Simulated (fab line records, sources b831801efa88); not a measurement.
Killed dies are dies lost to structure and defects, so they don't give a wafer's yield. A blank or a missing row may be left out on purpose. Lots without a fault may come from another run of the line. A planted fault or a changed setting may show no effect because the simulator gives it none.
fab line records | flow sky130
record lots=15 wafers=45 last_day=50
route steps=708 shown METAL2@483 PAD_OPEN@708
lots that met no fault: from a run of the same line without faults
start_h: hours from the record's first day to the start of the lot's first wafer shown | wait_h: hours since the lot's step before | " the same as in the row above | L1.1+2: a row that stands for several wafers | - no value, or no start given | * or withheld: withheld | < > ~ a bound
route shown NAME@n: a module of which the file shows steps, and the number in the route of the first | usual: mean/standard deviation of fault-free wafers | same: alike in all rows | chamber/n: place in a boat | sites: the reading at each site | _std_site: their standard deviation | _edge_site: outer sites' mean less inner sites' | radius_mm: how far each site lies from the wafer's centre | mask NAME#n: copy n | behind: the tool/chamber that last shaped the wafer | hold: why the lot was held/for how many hours/how that ended | device: the transistor (n, p or np) that didn't switch | end of line: the same wafers' tests at the end of the route | a step without rows: its recipe alone | killed: dies lost to structure and defects at the first sort, not the wafer's yield | map: a wafer's dies, x killed, . not, _ none there
set.NAME: the setting as run; set.NAME@STEP: as run at that earlier step | model.NAME: the simulator's own value behind a step, which no gauge read
steps of the route over a sample of lots; a table a step, a row a wafer
services: from which hour (start_h, from the record's first day; less than 0 if before it) a tool's chamber was out of use, for how many hours, and why
## steps
# step SKY_METAL2_SPUTTER_00
# recipe material=Ti target_thk_nm=15 power_w=3000 time_s=10 chamber_pressure_pa=0.4
# usual cathode_dc_power_W=3000.0/0.55 chamber_pressure_pa=0.4001/0.00078 throttle_valve_pct=29.9/1
# columns lot.wafer tool chamber start_h wait_h cathode_dc_power_W chamber_pressure_pa throttle_valve_pct
L448.3 pvd_sputter-04 - 809.02 0.1 2999.0 0.4001 30.3
L448.4 " - " " 2999.1 0.3994 30.7
L448.5 " - " " 3000.4 0.4011 30.2
L449.1 pvd_sputter-02 - 834.44 0.2 3000.3 0.3980 30.9
L449.3 " - " " 3000.5 0.3997 32.5
L449.6 " - " " 3000.4 0.3990 29.1
L452.1 pvd_sputter-04 - 865.58 0.2 - - -
L452.3 " - " " - - -
L452.6 " - " " - - -
L455.1 pvd_sputter-04 - 880.56 0.2 - - -
L455.5 " - " " - - -
L455.6 " - " " - - -
L454.3 pvd_sputter-01 - 883.53 0.2 - - -
L454.4 " - " " - - -
L454.5 " - " " - - -
L458.1 pvd_sputter-04 - 892.45 0.2 2999.8 0.3989 29.2
L458.2 " - " " 3000.4 0.3997 30.4
L458.6 " - " " 2999.8 0.4008 30.9
L460.3 pvd_sputter-04 - 909.44 0.1 3000.5 0.4006 30.7
L460.4 " - " " 3000.5 0.4007 30.8
L460.6 " - " " 2999.7 0.4013 30.2
L459.2 pvd_sputter-01 - 912.10 0.2 3000.1 0.4001 28.8
L459.5 " - " " 3000.3 0.4003 28.5
L459.6 " - " " 3000.1 0.4000 28.8
L461.3 pvd_sputter-01 - 917.59 0.1 2999.3 0.4002 29.0
L461.5 " - " " 2999.9 0.3995 30.3
L461.6 " - " " 3000.1 0.4008 30.5
L463.1 pvd_sputter-02 - 924.94 0.2 3000.3 0.3997 32.2
L463.2 " - " " 3000.1 0.4012 30.9
L463.4 " - " " 3001.2 0.4007 28.7
L464.3 pvd_sputter-01 - 930.46 0.2 3000.8 0.3995 29.0
L464.4 " - " " 2999.6 0.4009 28.1
L464.5 " - " " 3000.3 0.4022 30.6
L465.2 pvd_sputter-01 - 936.86 0.1 2999.9 0.4002 30.5
L465.4 " - " " 3000.2 0.4004 28.0
L465.6 " - " " 3000.1 0.3992 30.2
L466.1 pvd_sputter-02 - 945.95 0.2 3000.7 0.3998 28.8
L466.4 " - " " 2999.3 0.4003 28.6
L466.5 " - " " 2999.5 0.3984 29.0
L467.2 pvd_sputter-04 - 953.11 0.2 2999.9 0.4016 30.8
L467.3 " - " " 3000.0 0.3990 29.8
L467.6 " - " " 2999.3 0.3994 30.0
L469.1 pvd_sputter-01 - 958.84 0.1 2999.6 0.4005 30.2
L469.4 " - " " 2999.8 0.4012 30.3
L469.6 " - " " 2999.5 0.3986 28.9
# step SKY_PAD_OPEN_PROBE_99
# usual defect_limited_yield=82.5/2 killed_at_M0_to_M3=44/7.7 killed_at_M4_up=3.0/1.9 killed_at_contacts=25/5.6 killed_at_front_end=15/4.6 killed_at_other=0.3/0.47 killed_dies=86/9.9 killed_open=47/7.4 killed_short=39/5.9 sort_bin_3_pad_short=0.8/0.37 sort_bin_5_function=10.4/1.5 sort_bin_6_memory=6.3/1 sort_n_pass=406/9.9 sort_yield_pct=82.5/2
# same gross_dies=492 killed_at_back_side=0 sort_bin_4_leakage[%]=0 sort_bin_8_speed[%]=0
# columns lot.wafer tool chamber start_h wait_h defect_limited_yield[%] killed_at_M0_to_M3 killed_at_M4_up killed_at_contacts killed_at_front_end killed_at_other killed_dies killed_open killed_short sort_bin_3_pad_short[%] sort_bin_5_function[%] sort_bin_6_memory[%] sort_n_pass sort_yield_pct[%]
L448.3 prober-01 - 1090.76 0.2 84.8 30 8 29 8 0 75 39 36 0.8 8.7 5.7 417 84.8
L448.4 prober-01 - 1090.81 0.2 82.5 43 9 20 14 0 86 46 40 0.6 8.7 8.1 406 82.5
L448.5 prober-01 - 1090.86 0.2 80.7 42 4 39 10 0 95 55 40 0.2 12.2 6.9 397 80.7
L449.1 prober-02 - 1109.12 0.1 82.1 40 4 34 10 0 88 49 39 0.6 10.8 6.5 404 82.1
L449.3 prober-02 - 1109.22 0.2 81.3 50 5 22 15 0 92 51 41 1.2 11.4 6.1 400 81.3
L449.6 prober-02 - 1109.37 0.2 79.1 49 6 32 16 0 103 59 44 1.2 11.8 7.9 389 79.1
L452.1 prober-01 - 1135.26 0.1 80.9 54 4 18 17 1 94 50 44 0.4 11.4 7.3 398 80.9
L452.3 prober-01 - 1135.36 0.2 80.1 57 3 24 13 1 98 49 49 0.6 13.6 5.7 394 80.1
L452.6 prober-01 - 1135.51 0.2 82.9 43 2 30 9 0 84 43 41 0.4 10.8 5.9 408 82.9
L455.1 prober-02 - 1143.96 0.1 79.5 56 6 18 21 0 101 65 36 0.6 11.4 8.5 391 79.5
L455.5 prober-02 - 1144.16 0.2 80.3 54 3 23 16 1 97 55 42 1.0 11.2 7.5 395 80.3
L455.6 prober-02 - 1144.21 0.2 83.3 53 0 17 12 0 82 38 44 0.6 10.6 5.5 410 83.3
L454.3 prober-01 - 1144.88 0.2 82.3 48 2 21 16 0 87 53 34 1.0 10.6 6.1 405 82.3
L454.4 prober-01 - 1144.93 0.2 83.5 36 2 22 21 0 81 52 29 0.6 9.6 6.3 411 83.5
L454.5 prober-01 - 1144.98 0.2 82.7 45 3 22 14 1 85 51 34 0.6 10.6 6.1 407 82.7
L458.1 prober-01 - 1153.56 0.1 80.1 46 1 29 21 1 98 57 41 1.0 12.8 6.1 394 80.1
L458.2 prober-01 - 1153.61 0.1 79.5 47 4 25 24 1 101 59 42 0.2 12.2 8.1 391 79.5
L458.6 prober-01 - 1153.81 0.2 82.5 34 3 27 22 0 86 50 36 0.8 9.6 7.1 406 82.5
L460.3 prober-02 - 1165.74 0.2 81.3 48 6 28 10 0 92 49 43 0.4 13.0 5.3 400 81.3
L460.4 prober-02 - 1165.79 0.2 81.5 53 3 18 16 1 91 48 43 0.6 9.1 8.7 401 81.5
L460.6 prober-02 - 1165.89 0.2 79.5 52 6 24 18 1 101 60 41 0.8 12.6 7.1 391 79.5
L459.2 prober-02 - 1166.03 0.1 84.3 33 2 34 8 0 77 42 35 1.6 8.9 5.1 415 84.3
L459.5 prober-02 - 1166.18 0.2 81.7 49 4 30 6 1 90 47 43 1.2 10.6 6.5 402 81.7
L459.6 prober-02 - 1166.23 0.2 85.2 34 3 28 8 0 73 40 33 0.8 9.1 4.9 419 85.2
L461.3 prober-01 - 1169.15 0.2 82.9 46 3 18 17 0 84 52 32 0.6 10.6 5.9 408 82.9
L461.5 prober-01 - 1169.25 0.2 83.3 43 3 21 15 0 82 42 40 1.4 9.6 5.7 410 83.3
L461.6 prober-01 - 1169.30 0.2 78.9 56 0 22 26 0 104 56 44 1.2 11.8 8.1 388 78.9
L463.1 prober-01 - 1176.69 0.1 81.3 48 3 29 12 0 92 52 40 1.2 12.2 5.3 400 81.3
L463.2 prober-01 - 1176.74 0.1 82.1 47 0 29 12 0 88 48 40 0.2 11.0 6.7 404 82.1
L463.4 prober-01 - 1176.84 0.2 83.1 41 3 29 10 0 83 52 31 0.8 10.8 5.3 409 83.1
L464.3 prober-02 - 1179.82 0.2 82.9 41 1 24 18 0 84 54 30 0 11.4 5.7 408 82.9
L464.4 prober-02 - 1179.87 0.2 82.5 45 5 18 18 0 86 51 35 1.0 11.6 4.9 406 82.5
L464.5 prober-02 - 1179.92 0.2 80.5 49 4 32 11 0 96 53 43 0.4 13.2 5.9 396 80.5
L465.2 prober-01 - 1183.06 0.1 82.3 39 2 28 18 0 87 45 42 0.8 10.6 6.3 405 82.3
L465.4 prober-01 - 1183.16 0.2 84.3 28 2 29 18 0 77 42 35 0.8 10.0 4.9 415 84.3
L465.6 prober-01 - 1183.26 0.2 85.0 43 2 14 15 0 74 39 35 1.6 8.3 5.1 418 85.0
L466.1 prober-02 - 1189.91 0.1 83.5 41 6 25 9 0 81 49 32 0.4 10.6 5.5 411 83.5
L466.4 prober-02 - 1190.06 0.2 85.0 28 3 23 20 0 74 40 30 0.8 8.7 5.5 418 85.0
L466.5 prober-02 - 1190.11 0.2 84.1 40 1 24 11 2 78 37 41 0.4 10.4 5.1 414 84.1
L467.2 prober-01 - 1195.17 0.1 85.2 37 2 26 7 1 73 42 31 0.6 9.3 4.9 419 85.2
L467.3 prober-01 - 1195.22 0.2 81.5 51 1 22 17 0 91 50 41 0.6 10.0 7.9 401 81.5
L467.6 prober-01 - 1195.37 0.2 83.3 37 6 26 13 0 82 49 33 0.6 9.8 6.3 410 83.3
L469.1 prober-01 - 1197.57 0.1 81.3 47 4 23 18 0 92 47 45 0.8 10.2 7.7 400 81.3
L469.4 prober-01 - 1197.72 0.2 82.7 43 3 20 19 0 85 42 43 1.4 11.0 4.9 407 82.7
L469.6 prober-01 - 1197.82 0.2 82.1 38 8 29 13 0 88 42 46 0.6 11.4 5.9 404 82.1
# killed by level:class
L448.3 CONTACT:geometric_particle:open=11 VIA1:geometric_particle:open=8 LI_CONTACT:geometric_particle:open=7 LOCAL_INTERCONNECT:geometric_particle:short=6 METAL2:geometric_particle:short=6 METAL4:geometric_particle:short=5 VIA2:geometric_particle:open=4 CONTACT:geometric_particle:short=4
L448.4 VIA1:geometric_particle:open=12 CONTACT:geometric_particle:open=11 METAL2:geometric_particle:short=7 METAL4:geometric_particle:short=7 VIA2:geometric_particle:open=6 LOCAL_INTERCONNECT:geometric_particle:short=5 METAL1:geometric_particle:short=4 VIA3:geometric_particle:short=4
L448.5 VIA1:geometric_particle:open=16 LI_CONTACT:geometric_particle:open=13 CONTACT:geometric_particle:open=11 CONTACT:geometric_particle:short=7 VIA3:geometric_particle:open=7 LI_CONTACT:geometric_particle:short=5 METAL1:geometric_particle:short=5 POLY_GATE:geometric_particle:short=4
L449.1 LI_CONTACT:geometric_particle:open=10 CONTACT:geometric_particle:open=10 VIA1:geometric_particle:open=8 VIA3:geometric_particle:open=8 LOCAL_INTERCONNECT:geometric_particle:short=7 VIA2:geometric_particle:open=5 LI_CONTACT:geometric_particle:short=4 METAL1:geometric_particle:short=4
L449.3 VIA2:geometric_particle:open=14 CONTACT:geometric_particle:open=9 VIA1:geometric_particle:open=8 METAL2:geometric_particle:short=8 LI_CONTACT:geometric_particle:open=7 VIA2:geometric_particle:short=5 VIA3:geometric_particle:open=5 METAL4:geometric_particle:short=5
L449.6 LI_CONTACT:geometric_particle:open=10 CONTACT:geometric_particle:open=9 VIA1:geometric_particle:open=9 VIA3:geometric_particle:open=8 VIA1:geometric_particle:short=8 METAL1:geometric_particle:short=5 FIELD_ISO:geometric_particle:open=4 POLY_GATE:geometric_particle:short=4
L452.1 VIA1:geometric_particle:open=13 CONTACT:geometric_particle:short=8 METAL2:geometric_particle:short=7 VIA2:geometric_particle:open=7 CONTACT:geometric_particle:open=6 VIA3:geometric_particle:open=6 POLY_GATE:geometric_particle:open=5 METAL3:geometric_particle:short=5
L452.3 VIA1:geometric_particle:open=12 LI_CONTACT:geometric_particle:open=9 METAL2:geometric_particle:short=7 VIA2:geometric_particle:open=7 POLY_GATE:geometric_particle:short=6 VIA3:geometric_particle:open=6 VIA1:geometric_particle:short=5 CONTACT:geometric_particle:open=5
L452.6 CONTACT:geometric_particle:open=10 LI_CONTACT:geometric_particle:open=9 VIA1:geometric_particle:short=8 VIA1:geometric_particle:open=7 CONTACT:geometric_particle:short=5 METAL1:geometric_particle:short=4 METAL2:geometric_particle:short=4 VIA2:geometric_particle:open=4
L455.1 VIA1:geometric_particle:open=13 VIA2:geometric_particle:open=10 CONTACT:geometric_particle:open=9 METAL1:geometric_particle:short=7 VIA3:geometric_particle:open=7 POLY_GATE:geometric_particle:open=6 VIA1:geometric_particle:short=6 METAL2:geometric_particle:short=6
L455.5 VIA1:geometric_particle:open=15 CONTACT:geometric_particle:open=11 VIA2:geometric_particle:open=8 FIELD_ISO:geometric_particle:short=6 METAL1:geometric_particle:short=6 FIELD_ISO:geometric_particle:open=5 VIA1:geometric_particle:short=5 METAL2:geometric_particle:short=5
L455.6 METAL1:geometric_particle:short=9 VIA1:geometric_particle:open=8 CONTACT:geometric_particle:open=7 LI_CONTACT:geometric_particle:open=7 VIA3:geometric_particle:open=7 VIA3:geometric_particle:short=6 VIA2:geometric_particle:open=5 METAL3:geometric_particle:short=5
L454.3 CONTACT:geometric_particle:open=10 METAL2:geometric_particle:short=9 LI_CONTACT:geometric_particle:open=8 VIA1:geometric_particle:open=8 VIA3:geometric_particle:open=8 VIA2:geometric_particle:open=5 FIELD_ISO:geometric_particle:short=4 METAL1:geometric_particle:short=4
L454.4 VIA1:geometric_particle:open=12 LI_CONTACT:geometric_particle:open=8 CONTACT:geometric_particle:open=8 POLY_GATE:geometric_particle:short=6 FIELD_ISO:geometric_particle:open=5 POLY_GATE:geometric_particle:open=5 VIA2:geometric_particle:open=5 VIA3:geometric_particle:open=5
L454.5 VIA1:geometric_particle:open=14 VIA3:geometric_particle:open=9 CONTACT:geometric_particle:open=8 CONTACT:geometric_particle:short=5 METAL2:geometric_particle:short=5 FIELD_ISO:geometric_particle:short=4 METAL1:geometric_particle:short=4 LI_CONTACT:geometric_particle:open=4
L458.1 VIA1:geometric_particle:open=14 CONTACT:geometric_particle:open=13 VIA3:geometric_particle:open=8 METAL1:geometric_particle:short=8 POLY_GATE:geometric_particle:short=6 LI_CONTACT:geometric_particle:open=6 FIELD_ISO:geometric_particle:open=4 POLY_GATE:geometric_particle:open=4
L458.2 VIA1:geometric_particle:open=15 CONTACT:geometric_particle:open=9 VIA3:geometric_particle:open=8 METAL1:geometric_particle:short=7 LI_CONTACT:geometric_particle:open=6 VIA1:geometric_particle:short=6 FIELD_ISO:geometric_particle:short=5 VIA2:geometric_particle:open=5
L458.6 CONTACT:geometric_particle:open=11 LI_CONTACT:geometric_particle:open=8 VIA1:geometric_particle:open=8 METAL2:geometric_particle:short=7 FIELD_ISO:geometric_particle:short=6 POLY_GATE:geometric_particle:open=6 VIA3:geometric_particle:open=5 POLY_GATE:geometric_particle:short=4
L460.3 VIA1:geometric_particle:open=15 LI_CONTACT:geometric_particle:open=7 CONTACT:geometric_particle:open=7 CONTACT:geometric_particle:short=6 METAL2:geometric_particle:short=6 VIA3:geometric_particle:open=6 LOCAL_INTERCONNECT:geometric_particle:short=5 VIA1:geometric_particle:short=5
L460.4 VIA1:geometric_particle:open=15 VIA3:geometric_particle:open=10 VIA3:geometric_particle:short=10 CONTACT:geometric_particle:open=8 FIELD_ISO:geometric_particle:short=4 POLY_GATE:geometric_particle:short=4 METAL1:geometric_particle:short=4 VIA2:geometric_particle:open=4
L460.6 VIA1:geometric_particle:open=11 VIA2:geometric_particle:open=11 CONTACT:geometric_particle:open=9 VIA3:geometric_particle:open=8 LI_CONTACT:geometric_particle:open=6 VIA3:geometric_particle:short=5 METAL4:geometric_particle:short=4 FIELD_ISO:geometric_particle:open=4
L459.2 VIA1:geometric_particle:open=10 CONTACT:geometric_particle:open=9 LI_CONTACT:geometric_particle:open=8 METAL2:geometric_particle:short=8 LOCAL_INTERCONNECT:geometric_particle:short=6 CONTACT:geometric_particle:short=5 VIA2:geometric_particle:open=5 LI_CONTACT:geometric_particle:short=4
L459.5 VIA1:geometric_particle:open=10 LI_CONTACT:geometric_particle:open=9 CONTACT:geometric_particle:open=9 METAL2:geometric_particle:short=9 VIA2:geometric_particle:open=8 VIA1:geometric_particle:short=6 CONTACT:geometric_particle:short=5 LOCAL_INTERCONNECT:geometric_particle:short=4
L459.6 CONTACT:geometric_particle:open=13 VIA1:geometric_particle:open=6 LI_CONTACT:geometric_particle:open=5 LOCAL_INTERCONNECT:geometric_particle:short=5 METAL1:geometric_particle:short=5 VIA2:geometric_particle:open=5 FIELD_ISO:geometric_particle:open=3 VIA1:geometric_particle:short=3
L461.3 CONTACT:geometric_particle:open=9 VIA2:geometric_particle:open=9 VIA1:geometric_particle:open=8 POLY_GATE:geometric_particle:open=7 VIA3:geometric_particle:open=7 METAL2:geometric_particle:short=6 METAL1:geometric_particle:short=5 POLY_GATE:geometric_particle:short=4
L461.5 CONTACT:geometric_particle:open=9 VIA1:geometric_particle:open=9 VIA3:geometric_particle:open=8 POLY_GATE:geometric_particle:short=6 VIA1:geometric_particle:short=5 VIA3:geometric_particle:short=5 FIELD_ISO:geometric_particle:short=4 LI_CONTACT:geometric_particle:open=4
L461.6 VIA1:geometric_particle:open=10 VIA3:geometric_particle:short=10 POLY_GATE:geometric_particle:open=8 VIA3:geometric_particle:open=8 FIELD_ISO:geometric_particle:open=6 LOCAL_INTERCONNECT:geometric_particle:short=6 CONTACT:geometric_particle:open=6 METAL3:geometric_particle:short=5
L463.1 VIA2:geometric_particle:open=11 VIA1:geometric_particle:open=11 LI_CONTACT:geometric_particle:open=8 CONTACT:geometric_particle:short=8 VIA1:geometric_particle:short=7 CONTACT:geometric_particle:open=6 VIA3:geometric_particle:open=5 POLY_GATE:geometric_particle:short=4
L463.2 CONTACT:geometric_particle:open=11 VIA1:geometric_particle:open=9 VIA2:geometric_particle:open=7 LI_CONTACT:geometric_particle:open=6 CONTACT:geometric_particle:short=6 VIA1:geometric_particle:short=6 VIA3:geometric_particle:open=5 FIELD_ISO:geometric_particle:open=4
L463.4 CONTACT:geometric_particle:open=10 LI_CONTACT:geometric_particle:open=9 VIA3:geometric_particle:open=9 VIA1:geometric_particle:open=6 CONTACT:geometric_particle:short=5 VIA2:geometric_particle:open=5 VIA1:geometric_particle:short=4 METAL1:geometric_particle:short=4
L464.3 VIA3:geometric_particle:open=11 CONTACT:geometric_particle:open=9 LI_CONTACT:geometric_particle:open=7 POLY_GATE:geometric_particle:open=5 VIA2:geometric_particle:open=5 CONTACT:geometric_particle:short=5 VIA1:geometric_particle:short=5 VIA1:geometric_particle:open=5
L464.4 FIELD_ISO:geometric_particle:open=9 VIA1:geometric_particle:open=9 CONTACT:geometric_particle:open=8 VIA2:geometric_particle:open=8 VIA3:geometric_particle:open=7 METAL1:geometric_particle:short=6 METAL2:geometric_particle:short=6 LOCAL_INTERCONNECT:geometric_particle:short=5
L464.5 VIA3:geometric_particle:open=10 CONTACT:geometric_particle:open=10 VIA2:geometric_particle:open=9 LI_CONTACT:geometric_particle:open=8 VIA1:geometric_particle:open=8 CONTACT:geometric_particle:short=6 METAL2:geometric_particle:short=6 METAL1:geometric_particle:short=5
L465.2 LI_CONTACT:geometric_particle:open=8 CONTACT:geometric_particle:open=7 VIA3:geometric_particle:open=6 VIA1:geometric_particle:open=6 LI_CONTACT:geometric_particle:short=5 METAL2:geometric_particle:short=5 FIELD_ISO:geometric_particle:short=4 POLY_GATE:geometric_particle:open=4
L465.4 LI_CONTACT:geometric_particle:open=13 CONTACT:geometric_particle:open=6 CONTACT:geometric_particle:short=6 FIELD_ISO:geometric_particle:short=5 METAL2:geometric_particle:short=5 VIA2:geometric_particle:open=5 VIA3:geometric_particle:open=5 POLY_GATE:geometric_particle:short=4
L465.6 VIA3:geometric_particle:open=9 METAL1:geometric_particle:short=8 LI_CONTACT:geometric_particle:open=7 VIA2:geometric_particle:open=7 FIELD_ISO:geometric_particle:short=5 CONTACT:geometric_particle:open=5 VIA1:geometric_particle:open=5 METAL2:geometric_particle:short=4
L466.1 VIA1:geometric_particle:open=13 LI_CONTACT:geometric_particle:open=9 VIA2:geometric_particle:open=8 CONTACT:geometric_particle:short=6 CONTACT:geometric_particle:open=5 VIA3:geometric_particle:open=5 METAL2:geometric_particle:short=4 METAL4:geometric_particle:short=4
L466.4 CONTACT:geometric_particle:open=12 VIA2:geometric_particle:open=7 FIELD_ISO:geometric_particle:open=5 FIELD_ISO:geometric_particle:short=4 CONTACT:geometric_particle:short=4 POLY_GATE:area_etch=4 METAL2:geometric_particle:open=3 SPACER:geometric_particle:short=3
L466.5 VIA3:geometric_particle:open=8 VIA1:geometric_particle:open=7 METAL2:geometric_particle:short=7 LI_CONTACT:geometric_particle:short=6 CONTACT:geometric_particle:short=6 FIELD_ISO:geometric_particle:open=5 LI_CONTACT:geometric_particle:open=5 VIA2:geometric_particle:short=5
L467.2 LI_CONTACT:geometric_particle:open=11 VIA1:geometric_particle:open=9 CONTACT:geometric_particle:open=6 CONTACT:geometric_particle:short=5 VIA1:geometric_particle:short=5 VIA2:geometric_particle:short=4 VIA2:geometric_particle:open=4 FIELD_ISO:geometric_particle:open=3
L467.3 LI_CONTACT:geometric_particle:open=9 VIA1:geometric_particle:open=9 VIA2:geometric_particle:open=7 FIELD_ISO:geometric_particle:short=6 CONTACT:geometric_particle:open=6 VIA3:geometric_particle:short=6 POLY_GATE:geometric_particle:open=5 METAL1:geometric_particle:short=5
L467.6 VIA1:geometric_particle:open=10 VIA2:geometric_particle:open=8 CONTACT:geometric_particle:short=7 CONTACT:geometric_particle:open=7 LI_CONTACT:geometric_particle:open=5 METAL4:geometric_particle:short=5 FIELD_ISO:geometric_particle:open=4 LI_CONTACT:geometric_particle:short=4
L469.1 VIA1:geometric_particle:open=9 METAL1:geometric_particle:short=9 CONTACT:geometric_particle:open=8 VIA2:geometric_particle:open=7 VIA3:geometric_particle:open=7 LOCAL_INTERCONNECT:geometric_particle:short=6 VIA1:geometric_particle:short=6 FIELD_ISO:geometric_particle:short=5
L469.4 VIA2:geometric_particle:open=8 VIA3:geometric_particle:open=8 CONTACT:geometric_particle:short=7 FIELD_ISO:geometric_particle:short=6 METAL1:geometric_particle:short=5 CONTACT:geometric_particle:open=5 VIA1:geometric_particle:short=5 VIA1:geometric_particle:open=5
L469.6 CONTACT:geometric_particle:open=10 VIA1:geometric_particle:open=8 LI_CONTACT:geometric_particle:open=7 METAL1:geometric_particle:short=7 CONTACT:geometric_particle:short=5 LI_CONTACT:geometric_particle:short=4 VIA1:geometric_particle:short=4 METAL2:geometric_particle:short=4
## services
# columns tool chamber start_h hours kind
pvd_sputter-01 - 868.54 2.8 repair
pvd_sputter-04 - 925.24 1.1 repair
## key
first_sign step=SKY_METAL2_SPUTTER_00 reading=tool_record direction=missing
effect none on later readings
met_at SKY_METAL2_SPUTTER_00
struck_lots L452,L454,L455
onset_between 809.02 865.58
fault kind=skipped_step_whole tool=pvd_sputter-01,pvd_sputter-04 chamber=- onset_h=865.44 steps=SKY_METAL2_SPUTTER_00 scope=struck_lots_only
